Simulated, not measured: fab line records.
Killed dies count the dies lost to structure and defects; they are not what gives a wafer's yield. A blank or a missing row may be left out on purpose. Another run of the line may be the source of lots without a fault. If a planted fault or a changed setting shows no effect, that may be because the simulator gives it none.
Comparing a struck lot with a sound one + flow sfq line + 14 out of 325 route steps
Sound: these wafers, L725.1, L725.2, L725.3. Struck: wafers L727.1, L727.6 (left out: L727.3, a lot-mate that was not struck); the cause follows at the end.
At each step with rows: each side's tool, then ch and its chambers, then its first start. Under that, the readings that differ: sound wafers + struck wafers + difference of the means + sigmas: that difference in standard deviations of wafers without a fault.
alike: words and numbers the same on both sides, and readings whose means are apart by under 2 such deviations; not compared: readings that were withheld, readings missing a value for some wafer, numbers with overlapping values and no deviation given by the record, and bounds like >300 which may hide the same value.
The two part at a step that has a row with sigmas, a row that says differs or no value, or rows on one side only. When numbers do not overlap yet have no deviation, they are printed without sigmas and do not part them. A reading missing from all wafers of one side parts the sides only when that side holds two or more wafers.

first, 6 steps without rows for these wafers: SFQ_TRILAYER_M5_LITHO_COAT_128 (resist thk 62 nm); SFQ_TRILAYER_M5_LITHO_COAT_123 (resist thk 600 nm); SFQ_TRILAYER_M5_LITHO_SOFTBAKE_127; SFQ_TRILAYER_M5_LITHO_EXPOSE_124 (exposes mask M5, target cd 700 nm); SFQ_TRILAYER_M5_LITHO_PEB_126 (peb time 60 s); SFQ_TRILAYER_M5_LITHO_DEVELOP_125 (time 60 s).
SFQ_M5_OVL_MEAS_932:
  sound: overlay-02 at day 52 18:32; struck: overlay-02 at day 53 07:49
  alike: M5_OVL
SFQ_TRILAYER_M5_BARC_OPEN_METAL_ETCH_161: etches BARC in O2, target depth 125 nm, time 41.7 s.
  sound on rie metal-03 ch 0,1, day 52 18:35; struck on rie metal-02 ch 0,1, day 53 07:51
  alike: drypump motor current A, oes product au
  not compared: rf hours counter h
SFQ_TRILAYER_M5_ETCH_METAL_ETCH_126: etches Nb in Cl2/BCl3, stops on SiO2, time 203.2 s, target depth 265 nm.
  sound on rie metal-03 ch 0,1, day 52 18:38; struck on rie metal-02 ch 0,1, day 53 07:55
  alike: drypump motor current A, oes product au
  not compared: rf hours counter h
SFQ_TRILAYER_M5_STRIP_STRIP_127: strips in O2.
  sound on rie metal-03 ch 0,1, day 52 18:50; struck on rie metal-02 ch 0,1, day 53 08:06
  alike: drypump motor current A, oes product au
  not compared: rf hours counter h
then, 1 step without rows for these wafers: SFQ_TRILAYER_M5_STRIP_SOLV_CLEAN_128 (cleans in NMP, time 600 s).
SFQ_TRILAYER_A5B_DEP_PECVD_129: deposits SiO2 from SiH4/N2O, time 133.33 s, target thk 600 nm.
  sound on pecvd-03 ch 0,1,2, day 52 19:36; struck on pecvd-01 ch 1, day 53 08:53
  alike: heater power w, throttle valve pct
  not compared: since wet clean h
SFQ_TRILAYER_A5B_CMP_CMP_130: polishes, stops on Nb, target thk 340.7 nm.
  sound on cmp-02 ch 0,2,3, day 53 05:09; struck on cmp-02 ch 2, day 53 20:09
| reading                 | sound             | struck      | difference | sigmas |
|-------------------------|-------------------|-------------|------------|--------|
| head pressure psi (psi) | 2.995 3.001 2.994 | 2.686 2.683 | -0.312     | -45    |
  alike: motor current A, slurry filter dp kPa
SFQ_TRILAYER_A5B_METRO_MEASURE_131:
  sound: film metro-04 at day 53 08:09; struck: film metro-03 at day 53 23:09
  alike: thk nm

== WHERE THEY PART ==
At SFQ_TRILAYER_A5B_CMP_CMP_130 and nowhere else, as far as this record goes. Later steps at which nothing parts them and some readings are alike: SFQ_TRILAYER_A5B_METRO_MEASURE_131.

WHY: what had been put in by the simulator
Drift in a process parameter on cmp-02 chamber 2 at SFQ_TRILAYER_A5B_CMP_CMP_130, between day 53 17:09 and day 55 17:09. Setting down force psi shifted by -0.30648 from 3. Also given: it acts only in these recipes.
